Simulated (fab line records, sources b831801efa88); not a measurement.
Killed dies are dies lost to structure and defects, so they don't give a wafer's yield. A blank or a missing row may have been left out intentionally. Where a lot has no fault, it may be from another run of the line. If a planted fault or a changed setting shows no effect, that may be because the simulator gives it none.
What tool caused it? || flow gf180mcu || Sampling: 13 lots, 39 wafers, 5 of 602 route steps

## WHAT EACH GAUGE READ, for each wafer
GF_M5_CD_MEAS_07 targets a cd of 280 nm. Usual: cd_nm reads 280.3 nm (standard deviation 1.3).
{"lot": "L699", "measured": "day 26 00:34", "on": "cd_sem-01", "cd_nm (nm)": "280.7 278.9 279.3", "flag": ""}
{"lot": "L700", "measured": "day 26 19:48", "on": "cd_sem-01", "cd_nm (nm)": "281.7 281.9 280.6", "flag": ""}
{"lot": "L701", "measured": "day 26 20:25", "on": "cd_sem-01", "cd_nm (nm)": "280.1 279.8 279.9", "flag": ""}
{"lot": "L702", "measured": "day 27 12:55", "on": "cd_sem-02", "cd_nm (nm)": "280.6 280.9 280.4", "flag": ""}
{"lot": "L708", "measured": "day 29 02:27", "on": "cd_sem-01", "cd_nm (nm)": "291.9 291.2 289.6", "flag": "OFF"}
{"lot": "L710", "measured": "day 29 18:02", "on": "cd_sem-02", "cd_nm (nm)": "290.8 289.9 291.6", "flag": "OFF"}
{"lot": "L711", "measured": "day 30 00:18", "on": "cd_sem-01", "cd_nm (nm)": "280.1 280.1 280.1", "flag": ""}
{"lot": "L712", "measured": "day 30 06:24", "on": "cd_sem-02", "cd_nm (nm)": "280.2 280.4 280.1", "flag": ""}
{"lot": "L713", "measured": "day 30 13:02", "on": "cd_sem-01", "cd_nm (nm)": "280.8 280.9 281.1", "flag": ""}
{"lot": "L715", "measured": "day 31 02:18", "on": "cd_sem-01", "cd_nm (nm)": "280.0 278.8 278.5", "flag": ""}
{"lot": "L716", "measured": "day 31 06:18", "on": "cd_sem-02", "cd_nm (nm)": "279.6 280.0 280.9", "flag": ""}
{"lot": "L720", "measured": "day 32 09:05", "on": "cd_sem-01", "cd_nm (nm)": "279.4 279.7 278.5", "flag": ""}
{"lot": "L722", "measured": "day 32 22:30", "on": "cd_sem-02", "cd_nm (nm)": "278.2 280.3 279.6", "flag": ""}

## WHAT TOOL EACH LOT RAN ON (gives the tool, then ch and the chambers of the sampled wafers, and finally the start)
{"lot": "L699", "GF_V4_SPUTTER_21": "pvd_sputter-02, day 24 04:25", "GF_MIM_SPUTTER_09": "pvd_sputter-04, day 24 05:29", "GF_MIM_STRIP_20": "plasma_asher-04 ch 0, day 25 03:22", "GF_M5_SOFTBAKE_03": "litho_track-03 ch 0, day 25 14:04"}
{"lot": "L700", "GF_V4_SPUTTER_21": "pvd_sputter-02, day 25 01:28", "GF_MIM_SPUTTER_09": "pvd_sputter-02, day 25 02:32", "GF_MIM_STRIP_20": "plasma_asher-04 ch 0,1, day 25 23:31", "GF_M5_SOFTBAKE_03": "litho_track-02 ch 0, day 26 09:34"}
{"lot": "L701", "GF_V4_SPUTTER_21": "pvd_sputter-03, day 25 02:00", "GF_MIM_SPUTTER_09": "pvd_sputter-02, day 25 03:08", "GF_MIM_STRIP_20": "plasma_asher-04 ch 0,1, day 26 00:07", "GF_M5_SOFTBAKE_03": "litho_track-01 ch 0, day 26 10:24"}
{"lot": "L702", "GF_V4_SPUTTER_21": "pvd_sputter-02, day 25 18:21", "GF_MIM_SPUTTER_09": "pvd_sputter-04, day 25 19:25", "GF_MIM_STRIP_20": "plasma_asher-03 ch 0,1, day 26 15:58", "GF_M5_SOFTBAKE_03": "litho_track-02 ch 0, day 27 02:43"}
{"lot": "L708", "GF_V4_SPUTTER_21": "pvd_sputter-02, day 27 09:04", "GF_MIM_SPUTTER_09": "pvd_sputter-02, day 27 10:08", "GF_MIM_STRIP_20": "plasma_asher-04 ch 0,1, day 28 06:27", "GF_M5_SOFTBAKE_03": "litho_track-01 ch 0, day 28 16:36"}
{"lot": "L710", "GF_V4_SPUTTER_21": "pvd_sputter-02, day 28 01:52", "GF_MIM_SPUTTER_09": "pvd_sputter-04, day 28 03:03", "GF_MIM_STRIP_20": "plasma_asher-04 ch 0,1, day 28 22:25", "GF_M5_SOFTBAKE_03": "litho_track-01 ch 0, day 29 08:07"}
{"lot": "L711", "GF_V4_SPUTTER_21": "pvd_sputter-02, day 28 09:37", "GF_MIM_SPUTTER_09": "pvd_sputter-02, day 28 10:42", "GF_MIM_STRIP_20": "plasma_asher-01 ch 0,1, day 29 05:36", "GF_M5_SOFTBAKE_03": "litho_track-03 ch 0, day 29 15:23"}
{"lot": "L712", "GF_V4_SPUTTER_21": "pvd_sputter-03, day 28 14:27", "GF_MIM_SPUTTER_09": "pvd_sputter-04, day 28 15:32", "GF_MIM_STRIP_20": "plasma_asher-03 ch 0,1, day 29 10:46", "GF_M5_SOFTBAKE_03": "litho_track-02 ch 0, day 29 21:07"}
{"lot": "L713", "GF_V4_SPUTTER_21": "pvd_sputter-03, day 28 21:51", "GF_MIM_SPUTTER_09": "pvd_sputter-04, day 28 22:56", "GF_MIM_STRIP_20": "plasma_asher-04 ch 1, day 29 18:22", "GF_M5_SOFTBAKE_03": "litho_track-03 ch 0, day 30 03:37"}
{"lot": "L715", "GF_V4_SPUTTER_21": "pvd_sputter-04, day 29 12:50", "GF_MIM_SPUTTER_09": "pvd_sputter-04, day 29 13:55", "GF_MIM_STRIP_20": "plasma_asher-03 ch 0,1, day 30 08:25", "GF_M5_SOFTBAKE_03": "litho_track-03 ch 0, day 30 17:44"}
{"lot": "L716", "GF_V4_SPUTTER_21": "pvd_sputter-03, day 29 15:53", "GF_MIM_SPUTTER_09": "pvd_sputter-04, day 29 16:57", "GF_MIM_STRIP_20": "plasma_asher-04 ch 0,1, day 30 11:46", "GF_M5_SOFTBAKE_03": "litho_track-03 ch 0, day 30 21:05"}
{"lot": "L720", "GF_V4_SPUTTER_21": "pvd_sputter-04, day 30 21:30", "GF_MIM_SPUTTER_09": "pvd_sputter-04, day 30 22:35", "GF_MIM_STRIP_20": "plasma_asher-01 ch 1, day 31 16:13", "GF_M5_SOFTBAKE_03": "litho_track-02 ch 0, day 32 01:14"}
{"lot": "L722", "GF_V4_SPUTTER_21": "pvd_sputter-03, day 31 12:19", "GF_MIM_SPUTTER_09": "pvd_sputter-04, day 31 13:23", "GF_MIM_STRIP_20": "plasma_asher-01 ch 0,1, day 32 05:28", "GF_M5_SOFTBAKE_03": "litho_track-02 ch 0, day 32 13:59"}
- GF_V4_SPUTTER_21: material Ti, target thk 15 nm, time 80.02 s.
- GF_MIM_SPUTTER_09: material TiN, target thk 35 nm, time 28.83 s.
- GF_MIM_STRIP_20: strips in O2/N2.
- GF_M5_SOFTBAKE_03: time 60 s.

## WHAT THE TOOLS THEMSELVES READ (means of the sampled wafers that have a number; where no wafer has one, the mark that the record gives instead)
GF_V4_SPUTTER_21. Usual: substrate_temp_c 200.02 C, standard deviation 0.16; throttle_valve_pct 29.6 %, standard deviation 0.81.
{"lot": "L699", "tool": "pvd_sputter-02", "substrate_temp_c (C)": 200.03, "throttle_valve_pct (%)": 29.3, "flag": ""}
{"lot": "L700", "tool": "pvd_sputter-02", "substrate_temp_c (C)": 199.86, "throttle_valve_pct (%)": 29.7, "flag": ""}
{"lot": "L701", "tool": "pvd_sputter-03", "substrate_temp_c (C)": 199.98, "throttle_valve_pct (%)": 29.1, "flag": ""}
{"lot": "L702", "tool": "pvd_sputter-02", "substrate_temp_c (C)": 200.14, "throttle_valve_pct (%)": 29.3, "flag": ""}
{"lot": "L708", "tool": "pvd_sputter-02", "substrate_temp_c (C)": 200.15, "throttle_valve_pct (%)": 29.6, "flag": ""}
{"lot": "L710", "tool": "pvd_sputter-02", "substrate_temp_c (C)": 200.05, "throttle_valve_pct (%)": 29.2, "flag": ""}
{"lot": "L711", "tool": "pvd_sputter-02", "substrate_temp_c (C)": 200.07, "throttle_valve_pct (%)": 29.8, "flag": ""}
{"lot": "L712", "tool": "pvd_sputter-03", "substrate_temp_c (C)": 200.02, "throttle_valve_pct (%)": 29.4, "flag": ""}
{"lot": "L713", "tool": "pvd_sputter-03", "substrate_temp_c (C)": 200.08, "throttle_valve_pct (%)": 29.7, "flag": ""}
{"lot": "L715", "tool": "pvd_sputter-04", "substrate_temp_c (C)": 200.09, "throttle_valve_pct (%)": 30.3, "flag": ""}
{"lot": "L716", "tool": "pvd_sputter-03", "substrate_temp_c (C)": 199.97, "throttle_valve_pct (%)": 29.1, "flag": ""}
{"lot": "L720", "tool": "pvd_sputter-04", "substrate_temp_c (C)": 200.01, "throttle_valve_pct (%)": 30.4, "flag": ""}
{"lot": "L722", "tool": "pvd_sputter-03", "substrate_temp_c (C)": 200.00, "throttle_valve_pct (%)": 29.4, "flag": ""}

GF_MIM_SPUTTER_09. Usual: throttle_valve_pct reads 30.1 % (standard deviation 0.95).
{"lot": "L699", "tool": "pvd_sputter-04", "throttle_valve_pct (%)": 30.2, "flag": ""}
{"lot": "L700", "tool": "pvd_sputter-02", "throttle_valve_pct (%)": 29.3, "flag": ""}
{"lot": "L701", "tool": "pvd_sputter-02", "throttle_valve_pct (%)": 29.2, "flag": ""}
{"lot": "L702", "tool": "pvd_sputter-04", "throttle_valve_pct (%)": 30.3, "flag": ""}
{"lot": "L708", "tool": "pvd_sputter-02", "throttle_valve_pct (%)": 29.7, "flag": ""}
{"lot": "L710", "tool": "pvd_sputter-04", "throttle_valve_pct (%)": 30.9, "flag": ""}
{"lot": "L711", "tool": "pvd_sputter-02", "throttle_valve_pct (%)": 29.1, "flag": ""}
{"lot": "L712", "tool": "pvd_sputter-04", "throttle_valve_pct (%)": 30.8, "flag": ""}
{"lot": "L713", "tool": "pvd_sputter-04", "throttle_valve_pct (%)": 30.0, "flag": ""}
{"lot": "L715", "tool": "pvd_sputter-04", "throttle_valve_pct (%)": 29.5, "flag": ""}
{"lot": "L716", "tool": "pvd_sputter-04", "throttle_valve_pct (%)": 30.4, "flag": ""}
{"lot": "L720", "tool": "pvd_sputter-04", "throttle_valve_pct (%)": 30.2, "flag": ""}
{"lot": "L722", "tool": "pvd_sputter-04", "throttle_valve_pct (%)": 29.9, "flag": ""}

GF_MIM_STRIP_20. Usual: drypump_motor_current_A 5.6 A, standard deviation 0.52; heater_power_w 301 W, standard deviation 41; oes_product_au 0.693 a.u., standard deviation 0.0049; strip_time_to_endpoint_s 11.23 s, standard deviation 0.039.
{"lot": "L699", "tool": "plasma_asher-04", "drypump_motor_current_A (A)": 6.0, "heater_power_w (W)": 267, "oes_product_au (a.u.)": 0.690, "strip_time_to_endpoint_s (s)": 11.24, "flag": ""}
{"lot": "L700", "tool": "plasma_asher-04", "drypump_motor_current_A (A)": 5.2, "heater_power_w (W)": 285, "oes_product_au (a.u.)": 0.693, "strip_time_to_endpoint_s (s)": 11.30, "flag": ""}
{"lot": "L701", "tool": "plasma_asher-04", "drypump_motor_current_A (A)": 5.3, "heater_power_w (W)": 280, "oes_product_au (a.u.)": 0.693, "strip_time_to_endpoint_s (s)": 11.25, "flag": ""}
{"lot": "L702", "tool": "plasma_asher-03", "drypump_motor_current_A (A)": 6.1, "heater_power_w (W)": 359, "oes_product_au (a.u.)": 0.698, "strip_time_to_endpoint_s (s)": 11.28, "flag": ""}
{"lot": "L708", "tool": "plasma_asher-04", "drypump_motor_current_A (A)": 5.6, "heater_power_w (W)": 272, "oes_product_au (a.u.)": 0.694, "strip_time_to_endpoint_s (s)": 11.28, "flag": ""}
{"lot": "L710", "tool": "plasma_asher-04", "drypump_motor_current_A (A)": 5.2, "heater_power_w (W)": 286, "oes_product_au (a.u.)": 0.690, "strip_time_to_endpoint_s (s)": 11.24, "flag": ""}
{"lot": "L711", "tool": "plasma_asher-01", "drypump_motor_current_A (A)": 5.8, "heater_power_w (W)": 319, "oes_product_au (a.u.)": 0.693, "strip_time_to_endpoint_s (s)": 11.22, "flag": ""}
{"lot": "L712", "tool": "plasma_asher-03", "drypump_motor_current_A (A)": 6.1, "heater_power_w (W)": 361, "oes_product_au (a.u.)": 0.690, "strip_time_to_endpoint_s (s)": 11.27, "flag": ""}
{"lot": "L713", "tool": "plasma_asher-04", "drypump_motor_current_A (A)": 4.9, "heater_power_w (W)": 291, "oes_product_au (a.u.)": 0.696, "strip_time_to_endpoint_s (s)": 11.21, "flag": ""}
{"lot": "L715", "tool": "plasma_asher-03", "drypump_motor_current_A (A)": 6.1, "heater_power_w (W)": 356, "oes_product_au (a.u.)": 0.693, "strip_time_to_endpoint_s (s)": 11.18, "flag": ""}
{"lot": "L716", "tool": "plasma_asher-04", "drypump_motor_current_A (A)": 5.6, "heater_power_w (W)": 276, "oes_product_au (a.u.)": 0.689, "strip_time_to_endpoint_s (s)": 11.19, "flag": ""}
{"lot": "L720", "tool": "plasma_asher-01", "drypump_motor_current_A (A)": 5.7, "heater_power_w (W)": 361, "oes_product_au (a.u.)": 0.688, "strip_time_to_endpoint_s (s)": 11.21, "flag": ""}
{"lot": "L722", "tool": "plasma_asher-01", "drypump_motor_current_A (A)": 5.8, "heater_power_w (W)": 287, "oes_product_au (a.u.)": 0.691, "strip_time_to_endpoint_s (s)": 11.23, "flag": ""}

GF_M5_SOFTBAKE_03. Usual: heater_power_total_W 93.05 W, standard deviation 0.059; plate_temp_C 129.99 C, standard deviation 0.15.
{"lot": "L699", "tool": "litho_track-03", "heater_power_total_W (W)": 92.98, "plate_temp_C (C)": 130.07, "flag": ""}
{"lot": "L700", "tool": "litho_track-02", "heater_power_total_W (W)": 93.08, "plate_temp_C (C)": 130.23, "flag": ""}
{"lot": "L701", "tool": "litho_track-01", "heater_power_total_W (W)": 93.07, "plate_temp_C (C)": 129.87, "flag": ""}
{"lot": "L702", "tool": "litho_track-02", "heater_power_total_W (W)": 93.04, "plate_temp_C (C)": 129.94, "flag": ""}
{"lot": "L708", "tool": "litho_track-01", "heater_power_total_W (W)": 88.70, "plate_temp_C (C)": 125.42, "flag": "OFF"}
{"lot": "L710", "tool": "litho_track-01", "heater_power_total_W (W)": 88.67, "plate_temp_C (C)": 125.25, "flag": "OFF"}
{"lot": "L711", "tool": "litho_track-03", "heater_power_total_W (W)": 93.05, "plate_temp_C (C)": 129.94, "flag": ""}
{"lot": "L712", "tool": "litho_track-02", "heater_power_total_W (W)": 93.04, "plate_temp_C (C)": 129.99, "flag": ""}
{"lot": "L713", "tool": "litho_track-03", "heater_power_total_W (W)": 93.07, "plate_temp_C (C)": 130.10, "flag": ""}
{"lot": "L715", "tool": "litho_track-03", "heater_power_total_W (W)": 93.11, "plate_temp_C (C)": 129.99, "flag": ""}
{"lot": "L716", "tool": "litho_track-03", "heater_power_total_W (W)": 92.97, "plate_temp_C (C)": 129.97, "flag": ""}
{"lot": "L720", "tool": "litho_track-02", "heater_power_total_W (W)": 93.05, "plate_temp_C (C)": 130.03, "flag": ""}
{"lot": "L722", "tool": "litho_track-02", "heater_power_total_W (W)": 93.07, "plate_temp_C (C)": 130.03, "flag": ""}

## THE ANSWER, worked out from the rows above alone
Rule: take the mean of a lot's wafers that have a number; if it is more than 3 standard deviations from the usual mean, the lot is off. Also off: a lot with no number at a reading for which 4 or more lots have one. Where the step has rows for the other lots, those lots are counted as sound. After the gauges, taken in route order, come the tools' own readings; for these a lot's mean is taken, as printed above. At the first step where some lot is off, the reading lying furthest off is the one used; lots without a number count as furthest.
Off: L708, L710, at GF_M5_CD_MEAS_07 (cd_nm).
A tool fits if, at a process step before that reading, it ran every lot that is off, and no sound lot after the first of them. The gauges at GF_M5_CD_MEAS_07 aren't tried: what is off there is off at GF_M5_SOFTBAKE_03 too, on other tools, and a gauge's error can't cause that. One candidate fits, namely litho_track-01 at GF_M5_SOFTBAKE_03. Its last sound lot is L701 (day 26 10:24), its first lot that is off L708 (day 28 16:36): a fault that began between those two fits.
The tool's own readings at GF_M5_SOFTBAKE_03 bear it out: on the lots that are off they differ by more than 5 times the standard deviation of the sound lots' means. heater_power_total_W reads 88.69 W there against 93.05 W on the sound lots; plate_temp_C reads 125.34 C there against 130.01 C on the sound lots.

## WHAT THE SIMULATOR HAD INSERTED
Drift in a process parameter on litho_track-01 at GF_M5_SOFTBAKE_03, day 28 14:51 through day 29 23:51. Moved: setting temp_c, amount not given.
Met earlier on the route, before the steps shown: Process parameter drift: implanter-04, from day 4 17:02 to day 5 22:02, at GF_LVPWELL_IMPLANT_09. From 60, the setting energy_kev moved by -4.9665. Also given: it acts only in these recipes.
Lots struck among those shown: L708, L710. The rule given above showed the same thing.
